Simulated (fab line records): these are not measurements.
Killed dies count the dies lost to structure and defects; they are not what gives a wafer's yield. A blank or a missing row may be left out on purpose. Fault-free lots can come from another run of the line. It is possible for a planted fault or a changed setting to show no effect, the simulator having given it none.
fab line records    flow sky130
[record] lots = 11  wafers = 33  last_day = 50
route steps=708 shown METAL3@536 CAPM@550 VIA3@575 PAD_OPEN@708
lots untouched by any fault: they come from a run of this same line in which no faults occurred
start_h: hours from the record's first day to the start of the lot's first wafer shown    wait_h: hours from the lot's prior step to this one    " repeats the value in the row above    L1.1+2: a row that stands for several wafers    - no value present, or no start provided    * or withheld: withheld    < > ~ a bound
route shown NAME@n: a module of which the file shows steps, and the number in the route of the first    usual: average and standard deviation across the fault-free wafers    same: alike in all rows    chamber/n: place in a boat    sites: each site's reading    _std_site: the standard deviation of these    _edge_site: outer sites' mean less inner sites'    radius_mm: how far each site lies from the wafer's centre    mask NAME#n: copy n    behind: tool/chamber where the wafer was last shaped    hold: why the lot went on hold/how many hours it stayed there/how the hold came to an end    device: whichever transistor did not switch (one of n, p or np)    end of line: tests run on the same wafers once the route is complete    for a step that has no rows: nothing shown but its recipe    killed: dies that structure and defects cost at the first sort, which is not the same as the wafer's yield    map: the dies of a wafer, with x for killed, . for not killed, _ for no die there
set.NAME: the setting the step ran with; set.NAME@STEP: the setting that earlier step ran with    model.NAME: the simulator's own value behind a step, which no gauge read
one table for each step of the route and one row for each wafer, over a sample of lots
services: a tool's chamber out of use, with start hour (start_h, from the record's first day; less than 0 if before it), hours out, and reason
[[steps]]
[step SKY_METAL3_SPUTTER_04]
[recipe] material = TiN  target_thk_nm = 70  power_w = 6500  time_s = 58.3  chamber_pressure_pa = 0.4
[usual] throttle_valve_pct = 30.1/0.83
lot.wafer  tool            chamber  start_h  wait_h  throttle_valve_pct
L293.2     pvd_sputter-01  -        842.94   0.0     28.9
L293.3     "               -        "        "       30.6
L293.5     "               -        "        "       31.1
L294.1     pvd_sputter-04  -        870.22   0.0     31.2
L294.5     "               -        "        "       31.2
L294.6     "               -        "        "       29.5
L299.1     pvd_sputter-04  -        899.82   0.0     29.7
L299.4     "               -        "        "       30.7
L299.6     "               -        "        "       29.8
L301.2     pvd_sputter-04  -        911.43   0.0     31.3
L301.5     "               -        "        "       31.4
L301.6     "               -        "        "       29.5
L302.2     pvd_sputter-01  -        923.14   0.0     30.7
L302.4     "               -        "        "       28.9
L302.6     "               -        "        "       28.3
L303.1     pvd_sputter-04  -        929.96   0.0     31.3
L303.3     "               -        "        "       29.8
L303.4     "               -        "        "       29.7
L304.3     pvd_sputter-01  -        940.12   0.0     30.6
L304.5     "               -        "        "       29.2
L304.6     "               -        "        "       28.7
L305.3     pvd_sputter-01  -        948.54   0.0     31.3
L305.4     "               -        "        "       28.9
L305.5     "               -        "        "       30.7
L312.1     pvd_sputter-01  -        995.31   0.0     31.1
L312.3     "               -        "        "       28.7
L312.6     "               -        "        "       31.2
L314.1     pvd_sputter-04  -        997.48   0.0     29.7
L314.4     "               -        "        "       31.2
L314.6     "               -        "        "       29.5
L316.2     pvd_sputter-03  -        1014.35  0.0     29.4
L316.3     "               -        "        "       29.5
L316.4     "               -        "        "       30.9
[step SKY_CAPM_METAL_ETCH_13]
[recipe] target_depth_nm = 220  stop_on = SiO2  chemistry = Cl2/BCl3  target = TiN  pressure_mtorr = 10  icp_w = 900  bias_w = 48.5  Cl2_flow_sccm = 60  bcl3_flow_sccm = 30  time_s = 62.9
[usual] drypump_motor_current_A = 5.5/0.48  oes_product_au = 0.942/0.0074  throttle_valve_pct = 21.901/0.0097
lot.wafer  tool          chamber  start_h  wait_h  drypump_motor_current_A  oes_product_au  rf_hours_counter_h  throttle_valve_pct
L293.2     rie_metal-04  1        869.19   0.0     5.3                      0.936           1                   21.897
L293.3     "             0        "        "       6.3                      0.940           -                   21.908
L293.5     "             1        "        "       5.3                      0.940           -                   21.929
L294.1     rie_metal-04  1        896.26   0.0     5.3                      0.956           2                   21.913
L294.5     "             0        "        "       6.3                      0.941           -                   21.897
L294.6     "             1        "        "       5.3                      0.946           -                   21.900
L299.1     rie_metal-04  1        924.71   0.0     5.3                      0.936           3                   21.893
L299.4     "             0        "        "       6.3                      0.940           -                   21.913
L299.6     "             0        "        "       6.3                      0.943           -                   21.902
L301.2     rie_metal-02  1        936.69   0.0     5.1                      0.949           10                  21.889
L301.5     "             0        "        "       5.7                      0.946           -                   21.893
L301.6     "             1        "        "       5.1                      0.935           -                   21.910
L302.2     rie_metal-01  1        948.14   0.0     4.9                      0.922           11                  21.902
L302.4     "             0        "        "       5.9                      0.946           -                   21.897
L302.6     "             1        "        "       4.9                      0.943           -                   21.900
L303.1     rie_metal-04  1        954.99   0.0     5.3                      0.935           4                   21.901
L303.3     "             1        "        "       5.3                      0.934           -                   21.930
L303.4     "             1        "        "       5.3                      0.933           -                   21.917
L304.3     rie_metal-02  1        964.73   0.0     5.1                      0.937           -                   21.905
L304.5     "             0        "        "       5.7                      0.933           -                   21.919
L304.6     "             1        "        "       5.1                      0.945           -                   21.892
L305.3     rie_metal-04  1        972.68   0.0     5.3                      0.952           -                   21.904
L305.4     "             0        "        "       6.3                      0.953           -                   21.888
L305.5     "             0        "        "       6.3                      0.943           -                   21.909
L312.1     rie_metal-04  0        1018.76  0.0     6.3                      0.943           16                  21.902
L312.3     "             0        "        "       6.3                      0.950           -                   21.895
L312.6     "             0        "        "       6.3                      0.950           -                   21.883
L314.1     rie_metal-01  1        1020.96  0.0     4.9                      0.948           15                  21.914
L314.4     "             1        "        "       4.9                      0.936           -                   21.891
L314.6     "             1        "        "       4.9                      0.944           -                   21.891
L316.2     rie_metal-02  1        1036.76  0.0     5.1                      0.956           18                  21.882
L316.3     "             1        "        "       5.1                      0.930           -                   21.894
L316.4     "             0        "        "       5.7                      0.945           -                   21.909
[step SKY_METAL3_OVL_MEAS_14]
[usual] METAL3_OVL = -2/5.4
lot.wafer  tool        chamber  start_h  wait_h  METAL3_OVL[nm]
L293.2     overlay-01  -        895.46   0.1     3
L293.3     "           -        "        "       4
L293.5     "           -        "        "       2
L294.1     overlay-01  -        922.00   0.1     -2
L294.5     "           -        "        "       -8
L294.6     "           -        "        "       -9
L299.1     overlay-01  -        950.47   0.1     1
L299.4     "           -        "        "       1
L299.6     "           -        "        "       2
L301.2     overlay-01  -        961.56   0.1     1
L301.5     "           -        "        "       -14
L301.6     "           -        "        "       -3
L302.2     overlay-01  -        972.11   0.1     -1
L302.4     "           -        "        "       0
L302.6     "           -        "        "       -6
L303.1     overlay-01  -        979.58   0.1     -2
L303.3     "           -        "        "       -1
L303.4     "           -        "        "       -8
L304.3     overlay-01  -        988.92   0.1     -1
L304.5     "           -        "        "       -1
L304.6     "           -        "        "       3
L305.3     overlay-02  -        997.91   0.1     5
L305.4     "           -        "        "       -5
L305.5     "           -        "        "       -2
L312.1     overlay-02  -        1041.46  0.1     -9
L312.3     "           -        "        "       -9
L312.6     "           -        "        "       -12
L314.1     overlay-02  -        1044.28  0.1     9
L314.4     "           -        "        "       -2
L314.6     "           -        "        "       5
L316.2     overlay-02  -        1059.75  0.1     -1
L316.3     "           -        "        "       1
L316.4     "           -        "        "       -9
[step SKY_METAL3_METAL_ETCH_18]
[recipe] target_depth_a = 8450  stop_on = SiO2  over_etch_frac = 0.3  time_s = 183.1  chemistry = Cl2/BCl3  resist_sidewall_deg = 88  pressure_mtorr = 10  icp_w = 900  bias_w = 48.5  Cl2_flow_sccm = 60  bcl3_flow_sccm = 30
[usual] drypump_motor_current_A = 5.7/0.61  oes_product_au = 0.865/0.0069  throttle_valve_pct = 22.263/0.0088
[same] over_etch_frac = 0.3
lot.wafer  tool          chamber  start_h  wait_h  drypump_motor_current_A  oes_product_au  rf_hours_counter_h  throttle_valve_pct
L293.2     rie_metal-02  0        895.64   0.0     5.7                      0.871           16                  22.278
L293.3     "             0        "        "       5.7                      0.869           -                   22.274
L293.5     "             0        "        "       5.7                      0.867           -                   22.262
L294.1     rie_metal-03  1        922.18   0.0     5.4                      0.851           4                   22.258
L294.5     "             0        "        "       6.8                      0.856           -                   22.271
L294.6     "             1        "        "       5.4                      0.859           -                   22.249
L299.1     rie_metal-03  0        950.66   0.0     6.9                      0.862           15                  22.256
L299.4     "             1        "        "       5.4                      0.873           -                   22.252
L299.6     "             0        "        "       6.8                      0.865           -                   22.247
L301.2     rie_metal-02  1        961.74   0.0     5.1                      0.862           11                  22.283
L301.5     "             1        "        "       5.1                      0.856           -                   22.261
L301.6     "             0        "        "       5.7                      0.855           -                   22.262
L302.2     rie_metal-02  0        972.29   0.0     5.7                      0.865           20                  22.262
L302.4     "             1        "        "       5.1                      0.860           -                   22.255
L302.6     "             1        "        "       5.1                      0.854           -                   22.265
L303.1     rie_metal-01  1        979.76   0.0     4.9                      0.868           13                  22.260
L303.3     "             0        "        "       5.9                      0.867           -                   22.261
L303.4     "             1        "        "       4.9                      0.868           -                   22.254
L304.3     rie_metal-02  1        989.15   0.1     5.1                      0.868           -                   22.267
L304.5     "             1        "        "       5.1                      0.861           -                   22.249
L304.6     "             0        "        "       5.7                      0.857           -                   22.269
L305.3     rie_metal-01  0        998.33   0.1     5.9                      0.865           -                   22.267
L305.4     "             0        "        "       5.9                      0.851           -                   22.269
L305.5     "             0        "        "       5.9                      0.865           -                   22.274
L312.1     rie_metal-01  0        1041.64  0.0     5.9                      0.863           8                   22.266
L312.3     "             1        "        "       4.9                      0.843           -                   22.261
L312.6     "             0        "        "       5.9                      0.861           -                   22.271
L314.1     rie_metal-01  0        1044.46  0.0     5.9                      0.868           8                   22.260
L314.4     "             0        "        "       5.9                      0.870           -                   22.252
L314.6     "             0        "        "       5.9                      0.865           -                   22.264
L316.2     rie_metal-01  0        1059.93  0.0     5.9                      0.860           9                   22.255
L316.3     "             0        "        "       5.9                      0.868           -                   22.274
L316.4     "             1        "        "       4.9                      0.866           -                   22.267
[step SKY_VIA3_CMP_02]
[recipe] material = SiO2  down_force_psi = 4  platen_rpm = 60  pad_velocity_m_s = 0.94248
[usual] motor_current_A = 11.6/1.1  platen_rpm = 60.01/0.038
lot.wafer  tool    chamber  start_h  wait_h  motor_current_A  platen_rpm
L293.3     cmp-01  2        896.82   0.1     11.0             59.98
L293.2     "       3        "        "       10.7             60.03
L293.5     "       1        "        "       11.4             60.08
L294.1     cmp-02  0        923.38   0.2     12.5             60.00
L294.5     "       1        "        "       12.6             59.98
L294.6     "       2        "        "       9.2              59.98
L299.4     cmp-01  2        951.66   0.0     11.1             60.00
L299.1     "       1        "        "       11.8             59.97
L299.6     "       3        "        "       10.9             60.00
L301.2     cmp-02  2        962.82   0.1     9.6              59.98
L301.6     "       1        "        "       12.4             59.98
L301.5     "       2        "        "       9.4              60.02
L302.4     cmp-01  3        973.39   0.1     10.4             59.98
L302.2     "       0        "        "       13.2             59.92
L302.6     "       2        "        "       11.8             60.07
L303.4     cmp-02  0        981.33   0.1     13.4             60.03
L303.3     "       1        "        "       12.9             59.99
L303.1     "       2        "        "       9.9              60.00
L304.3     cmp-02  1        990.14   0.1     12.3             60.06
L304.6     "       0        "        "       12.2             60.02
L304.5     "       1        "        "       11.8             59.99
L305.3     cmp-01  2        999.39   0.0     11.4             60.00
L305.4     "       0        "        "       13.0             60.03
L305.5     "       3        "        "       10.6             59.99
L312.3     cmp-01  2        1042.68  0.0     11.0             59.98
L312.1     "       3        "        "       10.7             59.97
L312.6     "       2        "        "       11.7             59.97
L314.1     cmp-02  1        1045.61  0.1     12.2             59.97
L314.4     "       2        "        "       9.6              59.97
L314.6     "       3        "        "       11.4             60.00
L316.4     cmp-02  3        1061.28  0.3     11.5             59.97
L316.3     "       0        "        "       12.8             60.02
L316.2     "       1        "        "       12.0             60.04
[step SKY_PAD_OPEN_PROBE_99]
[usual] defect_limited_yield = 82.1/1.9  killed_at_M0_to_M3 = 44/7.3  killed_at_M4_up = 3.5/1.8  killed_at_contacts = 24/5.8  killed_at_front_end = 16/4.3  killed_at_other = 0.5/0.68  killed_dies = 88/9.4  killed_on_rim = 17/3.7  killed_open = 48/6.8  killed_short = 40/6.1  sort_bin_3_pad_short = 0.9/0.39  sort_bin_5_function = 10.5/1.4  sort_bin_6_memory = 6.4/1.1  sort_n_pass = 404/9.4  sort_yield_pct = 82.1/1.9
[same] gross_dies = 492  killed_at_back_side = 0  sort_bin_4_leakage[%] = 0  sort_bin_8_speed[%] = 0
lot.wafer  tool       chamber  start_h  wait_h  defect_limited_yield[%]  killed_at_M0_to_M3  killed_at_M4_up  killed_at_contacts  killed_at_front_end  killed_at_other  killed_dies  killed_on_rim  killed_open  killed_short  sort_bin_3_pad_short[%]  sort_bin_5_function[%]  sort_bin_6_memory[%]  sort_n_pass  sort_yield_pct[%]
L294.1     prober-02  -        1093.83  0.1     82.5                     42                  5                22                  17                   0                86           17             44           38            0.4                      11.2                    5.9                   406          82.5
L294.6     prober-02  -        1094.08  0.2     81.1                     50                  3                20                  20                   0                93           20             48           42            0.6                      10.6                    7.7                   399          81.1
L301.2     prober-02  -        1125.32  0.1     85.2                     41                  2                13                  16                   1                73           14             39           34            1.0                      10.0                    3.9                   419          85.2
L301.5     prober-02  -        1125.47  0.2     82.1                     35                  4                28                  21                   0                88           13             51           37            0.8                      10.2                    6.9                   404          82.1
L301.6     prober-02  -        1125.52  0.2     82.5                     48                  4                19                  14                   1                86           16             44           42            1.4                      7.9                     8.1                   406          82.5
L302.2     prober-01  -        1133.92  0.1     79.3                     58                  5                24                  15                   0                102          18             57           45            1.0                      11.2                    8.5                   390          79.3
L302.4     prober-01  -        1134.02  0.2     79.5                     55                  1                27                  18                   0                101          20             47           53            1.2                      11.6                    7.7                   391          79.5
L302.6     prober-01  -        1134.12  0.2     83.5                     43                  3                18                  17                   0                81           16             43           38            1.2                      10.8                    4.5                   411          83.5
L303.1     prober-02  -        1142.25  0.1     78.0                     53                  7                35                  13                   0                108          16             53           54            1.6                      13.8                    6.5                   384          78.0
L303.3     prober-02  -        1142.35  0.2     85.0                     39                  6                21                  6                    2                74           13             33           41            0.8                      9.8                     4.5                   418          85.0
L303.4     prober-02  -        1142.40  0.2     83.7                     41                  4                22                  13                   0                80           21             42           38            1.0                      10.4                    4.9                   412          83.7
L304.3     prober-01  -        1146.56  0.2     81.3                     50                  8                16                  18                   0                92           18             56           35            1.2                      12.0                    5.5                   400          81.3
L304.5     prober-01  -        1146.66  0.2     83.3                     48                  2                16                  15                   1                82           18             45           35            1.2                      9.6                     5.9                   410          83.3
L304.6     prober-01  -        1146.71  0.2     80.5                     57                  2                18                  17                   2                96           14             50           44            0.6                      11.2                    7.7                   396          80.5
// killed by level:class
L294.1 CONTACT:geometric_particle:open=10 VIA1:geometric_particle:open=9 VIA3:geometric_particle:open=7 CONTACT:geometric_particle:short=6 POLY_GATE:geometric_particle:open=6 METAL1:geometric_particle:short=5 VIA2:geometric_particle:short=5 VIA2:geometric_particle:open=4
L294.6 VIA1:geometric_particle:open=18 POLY_GATE:geometric_particle:short=7 VIA2:geometric_particle:open=7 FIELD_ISO:geometric_particle:short=6 CONTACT:geometric_particle:short=6 CONTACT:geometric_particle:open=6 VIA1:geometric_particle:short=5 METAL2:geometric_particle:short=5
L301.2 VIA1:geometric_particle:open=8 VIA3:geometric_particle:open=5 CONTACT:geometric_particle:open=5 VIA2:geometric_particle:open=5 FIELD_ISO:geometric_particle:open=4 POLY_GATE:geometric_particle:open=4 LOCAL_INTERCONNECT:geometric_particle:short=4 VIA1:geometric_particle:short=4
L301.5 CONTACT:geometric_particle:open=12 LI_CONTACT:geometric_particle:open=8 FIELD_ISO:geometric_particle:short=7 VIA1:geometric_particle:open=7 FIELD_ISO:geometric_particle:open=6 METAL1:geometric_particle:short=6 VIA2:geometric_particle:open=5 VIA3:geometric_particle:open=5
L301.6 VIA1:geometric_particle:open=13 METAL1:geometric_particle:short=8 LI_CONTACT:geometric_particle:open=6 METAL3:geometric_particle:short=5 VIA3:geometric_particle:open=5 FIELD_ISO:geometric_particle:short=4 VIA3:geometric_particle:short=4 CONTACT:geometric_particle:open=4
L302.2 VIA3:geometric_particle:open=12 VIA1:geometric_particle:open=10 LI_CONTACT:geometric_particle:open=9 CONTACT:geometric_particle:open=6 FIELD_ISO:geometric_particle:short=5 CONTACT:geometric_particle:short=5 VIA1:geometric_particle:short=5 VIA3:geometric_particle:short=5
L302.4 VIA1:geometric_particle:open=14 CONTACT:geometric_particle:open=9 METAL2:geometric_particle:short=9 CONTACT:geometric_particle:short=8 VIA3:geometric_particle:open=7 POLY_GATE:geometric_particle:short=7 VIA3:geometric_particle:short=7 METAL1:geometric_particle:short=6
L302.6 VIA3:geometric_particle:open=10 VIA1:geometric_particle:open=9 VIA2:geometric_particle:open=8 CONTACT:geometric_particle:open=7 CONTACT:geometric_particle:short=6 POLY_GATE:geometric_particle:short=5 METAL2:geometric_particle:short=5 FIELD_ISO:geometric_particle:open=4
L303.1 CONTACT:geometric_particle:open=13 VIA1:geometric_particle:open=12 METAL1:geometric_particle:short=10 LOCAL_INTERCONNECT:geometric_particle:short=8 FIELD_ISO:geometric_particle:short=5 LI_CONTACT:geometric_particle:open=5 CONTACT:geometric_particle:short=5 METAL1:geometric_particle:open=5
L303.3 CONTACT:geometric_particle:open=8 VIA1:geometric_particle:open=6 VIA2:geometric_particle:open=6 CONTACT:geometric_particle:short=5 METAL2:geometric_particle:short=5 VIA3:geometric_particle:open=4 VIA3:geometric_particle:short=4 METAL1:geometric_particle:short=4
L303.4 VIA1:geometric_particle:open=8 CONTACT:geometric_particle:open=7 VIA2:geometric_particle:open=7 LOCAL_INTERCONNECT:geometric_particle:short=6 METAL2:geometric_particle:short=6 LI_CONTACT:geometric_particle:open=5 POLY_GATE:geometric_particle:short=4 VIA1:geometric_particle:short=4
L304.3 VIA2:geometric_particle:open=10 VIA1:geometric_particle:open=9 CONTACT:geometric_particle:open=8 VIA3:geometric_particle:open=7 VIA1:geometric_particle:short=6 FIELD_ISO:geometric_particle:open=5 POLY_GATE:geometric_particle:short=4 METAL4:geometric_particle:short=4
L304.5 METAL1:geometric_particle:short=14 VIA3:geometric_particle:open=8 VIA2:geometric_particle:open=7 CONTACT:geometric_particle:open=6 FIELD_ISO:geometric_particle:open=5 VIA1:geometric_particle:short=5 CONTACT:geometric_particle:short=4 METAL1:geometric_particle:open=4
L304.6 VIA1:geometric_particle:open=15 METAL1:geometric_particle:short=8 CONTACT:geometric_particle:open=7 VIA2:geometric_particle:open=7 VIA1:geometric_particle:short=6 LI_CONTACT:geometric_particle:open=6 METAL2:geometric_particle:short=6 VIA3:geometric_particle:short=6
[[services]]
tool            chamber  start_h  hours  kind
pvd_sputter-03  -        819.52   11.9   repair
pvd_sputter-04  -        835.29   12.5   repair
cmp-02          -        843.37   5.6    repair
rie_metal-03    0        843.56   13.8   repair
pvd_sputter-03  -        847.56   12.9   repair
rie_metal-01    0        868.61   -      clean
rie_metal-01    0        868.61   18.3   scheduled_down
rie_metal-01    0        868.61   18.3   vent_cycle
cmp-01          -        876.30   3.9    pm
cmp-02          -        884.25   6.9    pm
cmp-01          -        903.75   0.4    repair
rie_metal-04    -        904.66   0.3    repair
rie_metal-01    -        910.34   0.9    repair
cmp-02          -        915.22   4.0    pm
rie_metal-01    1        936.75   1.5    repair
rie_metal-04    0        948.33   18.1   repair
pvd_sputter-01  -        959.15   2.2    repair
cmp-01          -        980.66   5.3    pm
rie_metal-03    -        995.05   15.6   pm
rie_metal-01    1        995.34   4.5    repair
rie_metal-02    0        1014.23  -      clean
rie_metal-02    0        1014.23  21.5   scheduled_down
rie_metal-02    -        1037.74  2.8    pm
pvd_sputter-03  -        1046.33  5.4    repair
[[key]]
[first_sign] step = SKY_METAL3_METAL_ETCH_18  reading = oes_product_au  direction = down  sigmas = 3.1  usual = 0.865  struck = 0.843
effect none on later readings
met_at SKY_METAL3_SPUTTER_04
struck_lots L312
struck_wafers L312.3
not_acting_at SKY_CAPM_METAL_ETCH_13,SKY_METAL3_OVL_MEAS_14,SKY_VIA3_CMP_02
onset_between 940.12 995.31
[fault] kind = process_parameter_drift  tool = pvd_sputter-01  chamber = -  onset_h = 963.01  steps = SKY_METAL3_SPUTTER_04  channel = target_thk_nm  offset = -41.198  shape = step  end_h = 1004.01  acts_in = these_recipes_only  stated = 70  scope = struck_wafers_only
